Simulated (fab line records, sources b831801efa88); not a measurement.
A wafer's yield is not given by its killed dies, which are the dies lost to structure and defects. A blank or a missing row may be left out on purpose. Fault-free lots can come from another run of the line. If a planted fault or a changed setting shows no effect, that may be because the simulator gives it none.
Which tool is to blame? :: flow sky130 :: 45 wafers from 15 lots sampled at 3 of the route's 708 steps

WHAT THE GAUGES SHOWED, per wafer
SKY_LOCAL_INTERCONNECT_CD_MEAS_11: target cd 170 nm. Usual: cd-nm 170.1 nm, standard deviation 1.4.
lot: L808
measured: day 30 04:49
on: cd-sem-01
cd-nm (nm): 167.8 167.6 169.4
flag: 

lot: L809
measured: day 30 21:55
on: cd-sem-01
cd-nm (nm): 171.1 170.5 171.4
flag: 

lot: L810
measured: day 31 04:25
on: cd-sem-01
cd-nm (nm): 167.2 166.0 167.3
flag: 

lot: L811
measured: day 32 06:04
on: cd-sem-01
cd-nm (nm): 168.8 169.0 168.9
flag: 

lot: L814
measured: day 32 17:10
on: cd-sem-01
cd-nm (nm): 173.4 171.4 172.5
flag: 

lot: L815
measured: day 32 21:37
on: cd-sem-01
cd-nm (nm): 168.5 169.8 168.2
flag: 

lot: L816
measured: day 33 03:08
on: cd-sem-01
cd-nm (nm): 168.2 170.0 169.5
flag: 

lot: L817
measured: day 33 09:58
on: cd-sem-02
cd-nm (nm): 169.3 170.3 171.0
flag: 

lot: L818
measured: day 33 18:37
on: cd-sem-01
cd-nm (nm): 171.9 171.5 171.7
flag: 

lot: L819
measured: day 34 05:30
on: cd-sem-02
cd-nm (nm): 171.1 170.1 169.3
flag: 

lot: L821
measured: day 34 18:43
on: cd-sem-01
cd-nm (nm): 172.5 171.2 170.9
flag: 

lot: L826
measured: day 36 01:04
on: cd-sem-01
cd-nm (nm): 168.4 170.5 170.8
flag: 

SKY_LOCAL_INTERCONNECT_OVL_MEAS_12. Usual: LOCAL_INTERCONNECT_OVL gives -3 nm (standard deviation 5.9).
lot: L808
measured: day 30 04:56
on: overlay-02
LOCAL_INTERCONNECT_OVL (nm): 4 2 0
flag: 

lot: L809
measured: day 30 22:02
on: overlay-02
LOCAL_INTERCONNECT_OVL (nm): -8 0 0
flag: 

lot: L810
measured: day 31 04:32
on: overlay-02
LOCAL_INTERCONNECT_OVL (nm): -6 0 2
flag: 

lot: L811
measured: day 32 06:11
on: overlay-02
LOCAL_INTERCONNECT_OVL (nm): -6 -2 0
flag: 

lot: L814
measured: day 32 17:17
on: overlay-02
LOCAL_INTERCONNECT_OVL (nm): -9 -4 -1
flag: 

lot: L815
measured: day 32 21:44
on: overlay-01
LOCAL_INTERCONNECT_OVL (nm): -8 -11 -12
flag: 

lot: L816
measured: day 33 03:14
on: overlay-02
LOCAL_INTERCONNECT_OVL (nm): -6 -5 -1
flag: 

lot: L817
measured: day 33 10:05
on: overlay-02
LOCAL_INTERCONNECT_OVL (nm): -11 -10 -10
flag: 

lot: L818
measured: day 33 18:44
on: overlay-02
LOCAL_INTERCONNECT_OVL (nm): 3 5 -3
flag: 

lot: L819
measured: day 34 05:35
on: overlay-02
LOCAL_INTERCONNECT_OVL (nm): -5 -1 -9
flag: 

lot: L821
measured: day 34 18:50
on: overlay-01
LOCAL_INTERCONNECT_OVL (nm): -6 6 -6
flag: 

lot: L826
measured: day 36 01:11
on: overlay-02
LOCAL_INTERCONNECT_OVL (nm): 1 -4 -1
flag: 

WHICH TOOL RAN EACH LOT (tool, then ch and the chambers of the sampled wafers, then the start)
lot: L808
SKY_POLY_GATE_OXIDATION_20: furnace-02 ch 0, day 16 07:56

lot: L809
SKY_POLY_GATE_OXIDATION_20: furnace-01 ch 0, day 17 00:38

lot: L810
SKY_POLY_GATE_OXIDATION_20: furnace-02 ch 0, day 17 05:05

lot: L811
SKY_POLY_GATE_OXIDATION_20: furnace-01 ch 0, day 18 10:07

lot: L814
SKY_POLY_GATE_OXIDATION_20: furnace-01 ch 0, day 18 22:57

lot: L815
SKY_POLY_GATE_OXIDATION_20: furnace-02 ch 0, day 19 04:26

lot: L816
SKY_POLY_GATE_OXIDATION_20: furnace-01 ch 0, day 19 11:16

lot: L817
SKY_POLY_GATE_OXIDATION_20: furnace-02 ch 0, day 19 19:10

lot: L818
SKY_POLY_GATE_OXIDATION_20: furnace-01 ch 0, day 20 04:35

lot: L819
SKY_POLY_GATE_OXIDATION_20: furnace-02 ch 0, day 20 19:26

lot: L821
SKY_POLY_GATE_OXIDATION_20: furnace-01 ch 0, day 21 07:46

lot: L822
SKY_POLY_GATE_OXIDATION_20: furnace-01, day 21 12:22

lot: L823
SKY_POLY_GATE_OXIDATION_20: furnace-01, day 22 01:23

lot: L824
SKY_POLY_GATE_OXIDATION_20: furnace-01, day 22 08:24

lot: L826
SKY_POLY_GATE_OXIDATION_20: furnace-01 ch 0, day 22 18:31
- SKY_POLY_GATE_OXIDATION_20: stabilise 600 s, purge 300 s, target thk 4 nm.

WHAT THE TOOLS THEMSELVES READ (means of the sampled wafers that have a number; where no wafer has one, the mark that the record gives instead)
SKY_POLY_GATE_OXIDATION_20. Usual: ox-temp-c 850.0 C, standard deviation 0.41; ox-temp-c-max 854.9, standard deviation 1.3; spike-tc-top-C 861 C, standard deviation 3.5; zone-power-top-pct 30.9 %, standard deviation 2.7; zone-power-upper-pct 15.7 %, standard deviation 0.96.
lot: L808
tool: furnace-02
ox-temp-c (C): 850.6
ox-temp-c-max: 856.2
spike-tc-top-C (C): 858
zone-power-top-pct (%): 33.9
zone-power-upper-pct (%): 14.8
flag: 

lot: L809
tool: furnace-01
ox-temp-c (C): 850.1
ox-temp-c-max: 854.0
spike-tc-top-C (C): 865
zone-power-top-pct (%): 28.7
zone-power-upper-pct (%): 16.6
flag: 

lot: L810
tool: furnace-02
ox-temp-c (C): 850.1
ox-temp-c-max: 855.4
spike-tc-top-C (C): 858
zone-power-top-pct (%): 33.7
zone-power-upper-pct (%): 14.6
flag: 

lot: L811
tool: furnace-01
ox-temp-c (C): 849.9
ox-temp-c-max: 853.9
spike-tc-top-C (C): 864
zone-power-top-pct (%): 28.3
zone-power-upper-pct (%): 16.6
flag: 

lot: L814
tool: furnace-01
ox-temp-c (C): 850.3
ox-temp-c-max: 854.3
spike-tc-top-C (C): 865
zone-power-top-pct (%): 28.3
zone-power-upper-pct (%): 16.6
flag: 

lot: L815
tool: furnace-02
ox-temp-c (C): 850.6
ox-temp-c-max: 856.4
spike-tc-top-C (C): 858
zone-power-top-pct (%): 33.4
zone-power-upper-pct (%): 14.7
flag: 

lot: L816
tool: furnace-01
ox-temp-c (C): 850.4
ox-temp-c-max: 854.3
spike-tc-top-C (C): 864
zone-power-top-pct (%): 28.4
zone-power-upper-pct (%): 16.5
flag: 

lot: L817
tool: furnace-02
ox-temp-c (C): 850.2
ox-temp-c-max: 855.5
spike-tc-top-C (C): 857
zone-power-top-pct (%): 33.8
zone-power-upper-pct (%): 14.7
flag: 

lot: L818
tool: furnace-01
ox-temp-c (C): 849.7
ox-temp-c-max: 853.2
spike-tc-top-C (C): 865
zone-power-top-pct (%): 28.3
zone-power-upper-pct (%): 16.4
flag: 

lot: L819
tool: furnace-02
ox-temp-c (C): 850.1
ox-temp-c-max: 855.7
spike-tc-top-C (C): 858
zone-power-top-pct (%): 33.7
zone-power-upper-pct (%): 14.6
flag: 

lot: L821
tool: furnace-01
ox-temp-c (C): 850.4
ox-temp-c-max: 854.6
spike-tc-top-C (C): 864
zone-power-top-pct (%): 28.5
zone-power-upper-pct (%): 16.7
flag: 

lot: L822
tool: furnace-01
ox-temp-c (C): -
ox-temp-c-max: -
spike-tc-top-C (C): -
zone-power-top-pct (%): -
zone-power-upper-pct (%): -
flag: OFF

lot: L823
tool: furnace-01
ox-temp-c (C): -
ox-temp-c-max: -
spike-tc-top-C (C): -
zone-power-top-pct (%): -
zone-power-upper-pct (%): -
flag: OFF

lot: L824
tool: furnace-01
ox-temp-c (C): -
ox-temp-c-max: -
spike-tc-top-C (C): -
zone-power-top-pct (%): -
zone-power-upper-pct (%): -
flag: OFF

lot: L826
tool: furnace-01
ox-temp-c (C): 850.1
ox-temp-c-max: 853.7
spike-tc-top-C (C): 866
zone-power-top-pct (%): 28.2
zone-power-upper-pct (%): 16.6
flag: 

THE ANSWER, worked out from the rows above alone
Rule: lot off if the mean of its wafers having a number is beyond 3 standard deviations from the usual mean. Also off: a lot with no number at a reading for which 4 or more lots have one. All remaining lots with rows at the step are treated as sound. Order of review: gauges by route order, followed by the tools' own readings, for which a lot's mean as printed above is used. The first step at which some lot is off is used, and at that step the reading that is off furthest; a lot without a number counts as furthest.
Off, at SKY_POLY_GATE_OXIDATION_20 on ox-temp-c: L822, L823, L824. Without a number there: L822, L823, L824.
A tool fits if, at that step or a process step before it, it ran every lot that is off, and no sound lot after the first of them. None of those tried fits.

WHAT THE SIMULATOR HAD INSERTED
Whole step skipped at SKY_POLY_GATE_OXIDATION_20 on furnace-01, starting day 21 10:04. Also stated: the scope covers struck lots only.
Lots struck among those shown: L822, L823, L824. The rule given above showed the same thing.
